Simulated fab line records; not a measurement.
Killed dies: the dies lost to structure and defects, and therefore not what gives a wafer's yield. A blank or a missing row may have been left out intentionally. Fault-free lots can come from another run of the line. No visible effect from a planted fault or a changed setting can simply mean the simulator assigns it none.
fab line records ; flow gf180mcu
record: lots: 13; wafers: 39; last_day: 34
route steps=602 shown NSD@246 PSD@258 M1@330 V1@350
lots with no fault: from the same line, run without faults
start_h: start of the lot's first displayed wafer, in hours after the record's first day ; wait_h: time in hours since the lot's previous step ; " the same as in the row above ; L1.1+2: a single row standing in for several wafers ; - no value, or no start given ; * or withheld: withheld ; < > ~ a bound
route shown NAME@n: names a module that has steps shown in the file, with the first one's number in the route ; usual: average and standard deviation across the fault-free wafers ; same: alike in all rows ; chamber/n: place in a boat ; sites: each site's reading ; _std_site: their standard deviation ; _edge_site: outer sites' mean less inner sites' ; radius_mm: how far each site lies from the wafer's centre ; mask NAME#n: copy n ; behind: the most recent tool/chamber to have shaped the wafer ; hold: what put the lot on hold/how long, in hours/how the hold closed ; device: whichever transistor did not switch (one of n, p or np) ; end of line: the tests these same wafers got at the end of their route ; a step without rows: its recipe alone ; killed: the dies lost at the first sort to structure and to defects; this is not the yield of the wafer ; map: the dies of a wafer, with x for killed, . for not killed, _ for no die there
set.NAME: the run value of the setting; set.NAME@STEP: its run value at that earlier step ; model.NAME: the simulator's own value behind a step, which no gauge read
a sample of lots followed through the steps of the route, with each step as a table and each wafer as a row
services: from which hour (start_h, from the record's first day; less than 0 if before it) a tool's chamber was out of use, for how many hours, and why
== steps ==
step: GF_NSD_STRIP_11
recipe: chemistry: O2/N2; power_w: 1400; pressure_mtorr: 1500; platen_temp_c: 250; o2_flow_sccm: 3000; n2_flow_sccm: 300; overash_fraction: 0.5
usual: chamber_pressure_mTorr: 1500.1/1.5; drypump_motor_current_A: 5.5/0.46; heater_power_w: 336/19; oes_product_au: 0.487/0.0045; strip_time_to_endpoint_s: 22.97/0.036
same: overash_fraction: 0.5
lot.wafer;tool;chamber;start_h;wait_h;chamber_pressure_mTorr;drypump_motor_current_A;heater_power_w;oes_product_au;rf_hours_counter_h;strip_time_to_endpoint_s
L859.1;plasma_asher-02;1;299.81;0.1;1504.2;5.0;369;0.493;42;23.01
L859.3;plasma_asher-02;0;299.81;0.1;1502.6;5.3;318;0.487;-;22.97
L859.5;plasma_asher-02;1;299.81;0.1;1499.9;5.0;375;0.488;-;22.98
L860.1;plasma_asher-01;0;308.13;0.1;1499.1;5.8;340;0.493;71;22.97
L860.2;plasma_asher-01;1;308.13;0.1;1499.5;5.9;324;0.488;71;22.95
L860.4;plasma_asher-01;1;308.13;0.1;1498.8;5.8;328;0.486;-;22.96
L861.2;plasma_asher-04;0;312.01;0.1;1499.4;6.3;314;0.487;20;23.04
L861.3;plasma_asher-04;0;312.01;0.1;1502.9;6.3;316;0.488;-;22.99
L861.5;plasma_asher-04;1;312.01;0.1;1499.4;5.4;350;0.484;-;23.01
L864.2;plasma_asher-04;1;334.23;0.1;1498.4;5.3;349;0.490;23;23.02
L864.5;plasma_asher-04;0;334.23;0.1;1503.6;6.3;311;0.491;-;23.00
L864.6;plasma_asher-04;1;334.23;0.1;1498.5;5.3;349;0.494;-;22.99
L865.2;plasma_asher-02;1;343.08;0.1;1499.4;5.0;365;0.495;47;22.97
L865.4;plasma_asher-02;0;343.08;0.1;1499.7;5.3;321;0.485;-;22.99
L865.6;plasma_asher-02;1;343.08;0.1;1499.7;5.0;369;0.493;-;22.96
L866.2;plasma_asher-04;0;354.41;0.1;1502.0;6.3;312;0.332;25;-
L866.4;plasma_asher-04;0;354.41;0.1;1500.2;6.2;318;0.327;-;-
L866.5;plasma_asher-04;0;354.41;0.1;1500.3;6.2;311;0.333;-;-
L868.3;plasma_asher-02;0;368.52;0.1;1498.7;5.3;325;0.495;-;22.96
L868.4;plasma_asher-02;1;368.52;0.1;1500.5;5.0;373;0.486;-;22.92
L868.5;plasma_asher-02;0;368.52;0.1;1500.0;5.3;313;0.494;-;22.91
L875.1;plasma_asher-02;0;426.63;0.1;1501.8;5.3;326;0.479;56;22.93
L875.2;plasma_asher-02;1;426.63;0.1;1497.6;5.0;368;0.488;56;22.96
L875.4;plasma_asher-02;1;426.63;0.1;1498.7;5.0;358;0.493;-;22.92
L876.1;plasma_asher-02;0;438.30;0.1;1500.8;5.3;318;0.490;57;22.91
L876.2;plasma_asher-02;1;438.30;0.1;1500.1;5.0;374;0.485;57;22.97
L876.4;plasma_asher-02;0;438.30;0.1;1499.8;5.3;313;0.489;-;22.98
L877.2;plasma_asher-01;0;446.06;0.1;1499.0;5.8;331;0.484;85;23.00
L877.4;plasma_asher-01;1;446.06;0.1;1499.1;5.8;320;0.486;-;22.95
L877.5;plasma_asher-01;1;446.06;0.1;1499.4;5.8;326;0.487;-;22.94
L878.1;plasma_asher-02;0;453.68;0.1;1501.1;5.3;316;0.490;59;22.95
L878.4;plasma_asher-02;0;453.68;0.1;1500.5;5.3;326;0.483;-;22.95
L878.5;plasma_asher-02;1;453.68;0.1;1498.9;5.0;366;0.488;-;22.93
L880.3;plasma_asher-04;0;476.45;0.1;1502.0;6.3;314;0.492;-;23.03
L880.4;plasma_asher-04;1;476.45;0.1;1499.7;5.4;353;0.485;-;23.00
L880.5;plasma_asher-04;1;476.45;0.1;1499.3;5.4;351;0.479;-;23.01
L881.2;plasma_asher-02;1;488.35;0.1;1498.6;5.0;368;0.480;62;23.03
L881.4;plasma_asher-02;0;488.35;0.1;1498.9;5.3;321;0.486;-;23.05
L881.6;plasma_asher-02;1;488.35;0.1;1497.6;5.0;371;0.473;-;23.01
step: GF_PSD_STRIP_10
recipe: chemistry: O2/N2; power_w: 1400; pressure_mtorr: 1500; platen_temp_c: 250; o2_flow_sccm: 3000; n2_flow_sccm: 300; overash_fraction: 0.5
usual: chamber_pressure_mTorr: 1500.1/1.4; drypump_motor_current_A: 5.6/0.47; heater_power_w: 329/27; oes_product_au: 0.592/0.0043; strip_time_to_endpoint_s: 16.53/0.037
same: overash_fraction: 0.5
lot.wafer;tool;chamber;start_h;wait_h;chamber_pressure_mTorr;drypump_motor_current_A;heater_power_w;oes_product_au;rf_hours_counter_h;strip_time_to_endpoint_s
L859.1;plasma_asher-04;0;320.70;0.1;1499.6;6.3;314;0.591;21;16.57
L859.3;plasma_asher-04;1;320.70;0.1;1498.6;5.4;350;0.585;-;16.56
L859.5;plasma_asher-04;1;320.70;0.1;1499.5;5.4;338;0.581;-;16.60
L860.1;plasma_asher-03;1;328.80;0.1;1501.7;5.7;338;0.591;68;16.55
L860.2;plasma_asher-03;0;328.80;0.1;1501.7;6.1;268;0.592;68;16.55
L860.4;plasma_asher-03;1;328.80;0.1;1499.5;5.7;340;0.586;-;16.55
L861.2;plasma_asher-04;0;332.90;0.1;1501.7;6.3;315;0.588;22;16.61
L861.3;plasma_asher-04;0;332.90;0.1;1499.2;6.3;316;0.595;-;16.54
L861.5;plasma_asher-04;0;332.90;0.1;1501.5;6.3;318;0.596;-;16.60
L864.2;plasma_asher-02;0;356.56;0.1;1500.2;5.3;323;0.594;48;16.50
L864.5;plasma_asher-02;1;356.56;0.1;1499.9;5.0;352;0.586;-;16.49
L864.6;plasma_asher-02;0;356.56;0.1;1497.6;5.3;315;0.587;-;16.51
L865.2;plasma_asher-02;1;365.38;0.1;1498.7;5.0;359;0.581;49;16.53
L865.4;plasma_asher-02;1;365.38;0.1;1501.3;5.0;360;0.595;-;16.48
L865.6;plasma_asher-02;0;365.38;0.1;1499.2;5.3;327;0.597;-;16.52
L866.2;plasma_asher-02;1;376.90;0.1;1499.0;5.0;370;0.645;50;26.75
L866.4;plasma_asher-02;1;376.90;0.1;1501.3;5.0;365;0.644;-;26.73
L866.5;plasma_asher-02;1;376.90;0.1;1500.2;5.0;366;0.642;-;26.80
L868.3;plasma_asher-03;1;390.37;0.1;1502.5;5.8;330;0.588;-;16.55
L868.4;plasma_asher-03;0;390.37;0.1;1501.1;6.1;270;0.592;-;16.53
L868.5;plasma_asher-03;0;390.37;0.1;1498.2;6.1;261;0.594;-;16.54
L875.1;plasma_asher-03;0;452.50;0.1;1498.3;6.1;280;0.593;2;16.54
L875.2;plasma_asher-03;1;452.50;0.1;1500.6;5.8;340;0.587;2;16.53
L875.4;plasma_asher-03;0;452.50;0.1;1499.9;6.1;282;0.594;-;16.55
L876.1;plasma_asher-03;0;462.66;0.1;1501.7;6.1;280;0.596;3;16.54
L876.2;plasma_asher-03;1;462.66;0.1;1499.0;5.8;331;0.593;3;16.53
L876.4;plasma_asher-03;0;462.66;0.1;1495.4;6.1;281;0.590;-;16.50
L877.2;plasma_asher-03;1;470.90;0.1;1500.0;5.7;330;0.593;4;16.52
L877.4;plasma_asher-03;0;470.90;0.1;1498.4;6.1;275;0.592;-;16.51
L877.5;plasma_asher-03;0;470.90;0.1;1499.3;6.1;283;0.588;-;16.50
L878.1;plasma_asher-04;0;478.45;0.1;1501.3;6.3;312;0.592;38;16.54
L878.4;plasma_asher-04;0;478.45;0.1;1502.3;6.3;315;0.592;-;16.51
L878.5;plasma_asher-04;0;478.45;0.1;1501.8;6.3;313;0.594;-;16.52
L880.3;plasma_asher-02;0;500.23;0.1;1499.3;5.3;319;0.587;-;16.56
L880.4;plasma_asher-02;1;500.23;0.1;1497.8;5.0;364;0.599;-;16.56
L880.5;plasma_asher-02;1;500.23;0.1;1499.5;5.0;360;0.599;-;16.57
L881.2;plasma_asher-04;1;512.31;0.1;1500.1;5.4;351;0.598;42;16.55
L881.4;plasma_asher-04;0;512.31;0.1;1500.7;6.3;325;0.593;-;16.51
L881.6;plasma_asher-04;1;512.31;0.1;1500.9;5.4;352;0.595;-;16.54
step: GF_PSD_TW_MEAS_11
usual: PSD_TW: 3221/28
lot.wafer;tool;chamber;start_h;wait_h;PSD_TW
L859.1;film_metro-01;-;320.80;0.1;3225
L859.3;film_metro-01;-;320.80;0.1;3265
L859.5;film_metro-01;-;320.80;0.1;3246
L860.1;film_metro-04;-;328.90;0.1;3206
L860.2;film_metro-04;-;328.90;0.1;3212
L860.4;film_metro-04;-;328.90;0.1;3184
L861.2;film_metro-01;-;333.01;0.1;3244
L861.3;film_metro-01;-;333.01;0.1;3248
L861.5;film_metro-01;-;333.01;0.1;3257
L864.2;film_metro-01;-;356.67;0.1;3248
L864.5;film_metro-01;-;356.67;0.1;3255
L864.6;film_metro-01;-;356.67;0.1;3252
L865.2;film_metro-02;-;365.49;0.1;3209
L865.4;film_metro-02;-;365.49;0.1;3209
L865.6;film_metro-02;-;365.49;0.1;3200
L866.2;film_metro-02;-;377.01;0.1;30
L866.4;film_metro-02;-;377.01;0.1;30
L866.5;film_metro-02;-;377.01;0.1;30
L868.3;film_metro-01;-;390.45;0.1;3248
L868.4;film_metro-01;-;390.45;0.1;3260
L868.5;film_metro-01;-;390.45;0.1;3272
L875.1;film_metro-04;-;452.60;0.1;3188
L875.2;film_metro-04;-;452.60;0.1;3176
L875.4;film_metro-04;-;452.60;0.1;3186
L876.1;film_metro-04;-;462.76;0.1;3180
L876.2;film_metro-04;-;462.76;0.1;3182
L876.4;film_metro-04;-;462.76;0.1;3183
L877.2;film_metro-01;-;471.01;0.1;3252
L877.4;film_metro-01;-;471.01;0.1;3262
L877.5;film_metro-01;-;471.01;0.1;3245
L878.1;film_metro-02;-;478.55;0.1;3202
L878.4;film_metro-02;-;478.55;0.1;3197
L878.5;film_metro-02;-;478.55;0.1;3229
L880.3;film_metro-02;-;500.32;0.1;3201
L880.4;film_metro-02;-;500.32;0.1;3229
L880.5;film_metro-02;-;500.32;0.1;3213
L881.2;film_metro-02;-;512.42;0.1;3199
L881.4;film_metro-02;-;512.42;0.1;3208
L881.6;film_metro-02;-;512.42;0.1;3195
step: GF_M1_OVL_MEAS_15
usual: M1_OVL: -2/5.7
lot.wafer;tool;chamber;start_h;wait_h;M1_OVL[nm]
L859.1;overlay-01;-;390.70;0.1;0
L859.3;overlay-01;-;390.70;0.1;-3
L859.5;overlay-01;-;390.70;0.1;-8
L860.1;overlay-01;-;398.91;0.1;-10
L860.2;overlay-01;-;398.91;0.1;-8
L860.4;overlay-01;-;398.91;0.1;-8
L861.2;overlay-01;-;403.07;0.1;-1
L861.3;overlay-01;-;403.07;0.1;-4
L861.5;overlay-01;-;403.07;0.1;-9
L864.2;overlay-02;-;429.13;0.1;-11
L864.5;overlay-02;-;429.13;0.1;2
L864.6;overlay-02;-;429.13;0.1;-8
L865.2;overlay-02;-;438.68;0.1;3
L865.4;overlay-02;-;438.68;0.1;-5
L865.6;overlay-02;-;438.68;0.1;4
L866.2;overlay-02;-;452.28;1.0;-4
L866.4;overlay-02;-;452.28;1.0;-3
L866.5;overlay-02;-;452.28;1.0;-8
L868.3;overlay-01;-;466.06;0.1;1
L868.4;overlay-01;-;466.06;0.1;-5
L868.5;overlay-01;-;466.06;0.1;6
L875.1;overlay-02;-;527.63;0.1;-5
L875.2;overlay-02;-;527.63;0.1;2
L875.4;overlay-02;-;527.63;0.1;2
L876.1;overlay-01;-;537.19;0.1;-4
L876.2;overlay-01;-;537.19;0.1;1
L876.4;overlay-01;-;537.19;0.1;3
L877.2;overlay-02;-;544.95;0.1;-5
L877.4;overlay-02;-;544.95;0.1;-3
L877.5;overlay-02;-;544.95;0.1;-1
L878.1;overlay-02;-;551.13;0.1;-7
L878.4;overlay-02;-;551.13;0.1;-6
L878.5;overlay-02;-;551.13;0.1;-9
L880.3;overlay-02;-;571.54;0.1;2
L880.4;overlay-02;-;571.54;0.1;-9
L880.5;overlay-02;-;571.54;0.1;-8
L881.2;overlay-01;-;583.67;0.1;-7
L881.4;overlay-01;-;583.67;0.1;-6
L881.6;overlay-01;-;583.67;0.1;-6
step: GF_V1_OVL_MEAS_15
usual: V1_OVL: 0/5.6
lot.wafer;tool;chamber;start_h;wait_h;V1_OVL[nm]
L859.1;overlay-01;-;415.30;0.1;0
L859.3;overlay-01;-;415.30;0.1;1
L859.5;overlay-01;-;415.30;0.1;-3
L860.1;overlay-01;-;423.93;0.1;1
L860.2;overlay-01;-;423.93;0.1;-5
L860.4;overlay-01;-;423.93;0.1;1
L861.2;overlay-01;-;428.45;0.1;2
L861.3;overlay-01;-;428.45;0.1;1
L861.5;overlay-01;-;428.45;0.1;3
L864.2;overlay-01;-;455.00;0.1;-4
L864.5;overlay-01;-;455.00;0.1;4
L864.6;overlay-01;-;455.00;0.1;-6
L865.2;overlay-01;-;463.65;0.1;-1
L865.4;overlay-01;-;463.65;0.1;1
L865.6;overlay-01;-;463.65;0.1;-7
L866.2;overlay-02;-;478.33;0.1;-4
L866.4;overlay-02;-;478.33;0.1;-6
L866.5;overlay-02;-;478.33;0.1;0
L868.3;overlay-02;-;491.47;0.1;3
L868.4;overlay-02;-;491.47;0.1;-2
L868.5;overlay-02;-;491.47;0.1;5
L875.1;overlay-01;-;551.74;0.1;-17
L875.2;overlay-01;-;551.74;0.1;-8
L875.4;overlay-01;-;551.74;0.1;-3
L876.1;overlay-02;-;561.14;0.1;-5
L876.2;overlay-02;-;561.14;0.1;-3
L876.4;overlay-02;-;561.14;0.1;1
L877.2;overlay-02;-;569.63;0.1;1
L877.4;overlay-02;-;569.63;0.1;-3
L877.5;overlay-02;-;569.63;0.1;7
L878.1;overlay-02;-;574.86;0.1;-2
L878.4;overlay-02;-;574.86;0.1;4
L878.5;overlay-02;-;574.86;0.1;3
L880.3;overlay-02;-;594.09;0.1;4
L880.4;overlay-02;-;594.09;0.1;-5
L880.5;overlay-02;-;594.09;0.1;2
L881.2;overlay-02;-;606.28;0.1;8
L881.4;overlay-02;-;606.28;0.1;9
L881.6;overlay-02;-;606.28;0.1;1
step: GF_V1_STRIP_18
recipe: chemistry: O2/N2; power_w: 1400; pressure_mtorr: 1500; platen_temp_c: 250; o2_flow_sccm: 3000; n2_flow_sccm: 300; overash_fraction: 0.5
usual: chamber_pressure_mTorr: 1500.1/1.3; drypump_motor_current_A: 5.6/0.47; heater_power_w: 330/25; oes_product_au: 0.592/0.0045
same: overash_fraction: 0.5
lot.wafer;tool;chamber;start_h;wait_h;chamber_pressure_mTorr;drypump_motor_current_A;heater_power_w;oes_product_au;rf_hours_counter_h
L859.1;plasma_asher-04;1;415.46;-;1502.3;5.4;340;0.596;31
L859.3;plasma_asher-04;0;415.46;-;1500.0;6.2;311;0.586;-
L859.5;plasma_asher-04;1;415.46;-;1502.3;5.3;350;0.588;-
L860.1;plasma_asher-02;0;424.09;-;1499.4;5.3;318;0.593;55
L860.2;plasma_asher-02;1;424.09;-;1501.7;5.0;364;0.598;55
L860.4;plasma_asher-02;1;424.09;-;1502.1;5.0;369;0.591;-
L861.2;plasma_asher-04;1;428.61;-;1500.7;5.4;340;0.595;33
L861.3;plasma_asher-04;0;428.61;-;1499.5;6.3;320;0.596;-
L861.5;plasma_asher-04;1;428.61;-;1500.0;5.4;342;0.591;-
L864.2;plasma_asher-04;0;455.16;-;1498.5;6.3;312;0.592;36
L864.5;plasma_asher-04;1;455.16;-;1500.4;5.3;346;0.594;-
L864.6;plasma_asher-04;0;455.16;-;1501.7;6.2;320;0.591;-
L865.2;plasma_asher-04;1;463.81;-;1500.9;5.4;341;0.585;37
L865.4;plasma_asher-04;0;463.81;-;1498.5;6.3;307;0.594;-
L865.6;plasma_asher-04;0;463.81;-;1501.5;6.3;315;0.597;-
L866.2;plasma_asher-03;1;478.49;-;1499.8;5.7;331;0.595;5
L866.4;plasma_asher-03;0;478.49;-;1500.7;6.1;282;0.587;-
L866.5;plasma_asher-03;0;478.49;-;1499.9;6.1;279;0.594;-
L868.3;plasma_asher-04;1;491.66;-;1501.8;5.4;341;0.585;-
L868.4;plasma_asher-04;0;491.66;-;1499.7;6.3;304;0.595;-
L868.5;plasma_asher-04;1;491.66;-;1500.2;5.4;350;0.593;-
L875.1;plasma_asher-03;0;551.91;-;1500.5;6.1;279;0.594;8
L875.2;plasma_asher-03;1;551.91;-;1501.7;5.7;337;0.589;8
L875.4;plasma_asher-03;1;551.91;-;1499.6;5.7;330;0.594;-
L876.1;plasma_asher-02;0;561.31;-;1500.5;5.3;319;0.595;72
L876.2;plasma_asher-02;1;561.31;-;1498.7;5.0;363;0.593;72
L876.4;plasma_asher-02;0;561.31;-;1498.9;5.3;325;0.593;-
L877.2;plasma_asher-02;1;569.79;-;1500.2;5.0;365;0.589;72
L877.4;plasma_asher-02;1;569.79;-;1500.6;5.0;360;0.601;-
L877.5;plasma_asher-02;0;569.79;-;1499.6;5.3;328;0.590;-
L878.1;plasma_asher-03;1;575.02;-;1502.9;5.7;327;0.594;11
L878.4;plasma_asher-03;0;575.02;-;1499.8;6.1;273;0.592;-
L878.5;plasma_asher-03;1;575.02;-;1500.3;5.7;335;0.589;-
L880.3;plasma_asher-02;1;594.27;-;1499.2;5.0;360;0.590;-
L880.4;plasma_asher-02;0;594.27;-;1499.9;5.3;323;0.592;-
L880.5;plasma_asher-02;1;594.27;-;1500.5;5.0;366;0.585;-
L881.2;plasma_asher-03;0;606.44;-;1500.1;6.1;286;0.589;14
L881.4;plasma_asher-03;0;606.44;-;1498.8;6.1;280;0.591;-
L881.6;plasma_asher-03;0;606.44;-;1502.7;6.1;281;0.593;-
== services ==
tool;chamber;start_h;hours;kind
plasma_asher-03;-;281.28;2.8;repair
plasma_asher-04;-;288.92;1.1;repair
plasma_asher-01;-;334.46;6.2;repair
plasma_asher-02;-;338.81;0.4;repair
plasma_asher-01;-;392.26;3.7;repair
plasma_asher-03;-;412.22;0.5;repair
plasma_asher-03;-;421.25;9.0;pm
plasma_asher-03;0;421.25;9.0;vent_cycle
plasma_asher-03;1;421.25;9.0;vent_cycle
plasma_asher-03;0;430.25;-;clean
plasma_asher-03;1;430.25;-;clean
plasma_asher-04;-;435.42;1.0;repair
plasma_asher-04;-;465.86;2.4;repair
plasma_asher-03;-;495.22;2.7;repair
plasma_asher-03;-;498.47;34.6;pm
plasma_asher-01;-;521.72;7.1;repair
plasma_asher-03;-;561.59;0.4;repair
plasma_asher-01;-;587.37;1.9;repair
plasma_asher-02;-;605.46;2.7;repair
== key ==
first_sign: step: GF_NSD_STRIP_11; reading: oes_product_au; direction: down; sigmas: 35; usual: 0.487; struck: 0.331
effect: step: GF_PSD_STRIP_10; reading: strip_time_to_endpoint_s; direction: up; sigmas: 99+; usual: *; struck: *
effect: step: GF_PSD_TW_MEAS_11; reading: PSD_TW; direction: down; sigmas: 99+; usual: 3221; struck: 30
met_at GF_NSD_STRIP_11
struck_lots L866
sort_left_out L866.2,L866.4,L866.5
tester_left_out L866
not_acting_at GF_M1_OVL_MEAS_15,GF_V1_OVL_MEAS_15,GF_V1_STRIP_18
onset_between 334.23 354.41
fault: kind: strip_aborted; tool: plasma_asher-04; chamber: -; onset_h: 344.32; steps: GF_NSD_STRIP_11; offset: 0.6324; end_h: 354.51
tester_left_out: of these lots the tester's yield and bins aren't shown, on N5 and GAA mostly nor the transistor test; their killed dies are dies lost to structure and defects alone, not to doping, threshold or leakage, so they don't give the yield
sort_left_out: the simulated sort isn't trusted on such a fault, so these wafers' sort isn't shown, and their yield isn't known
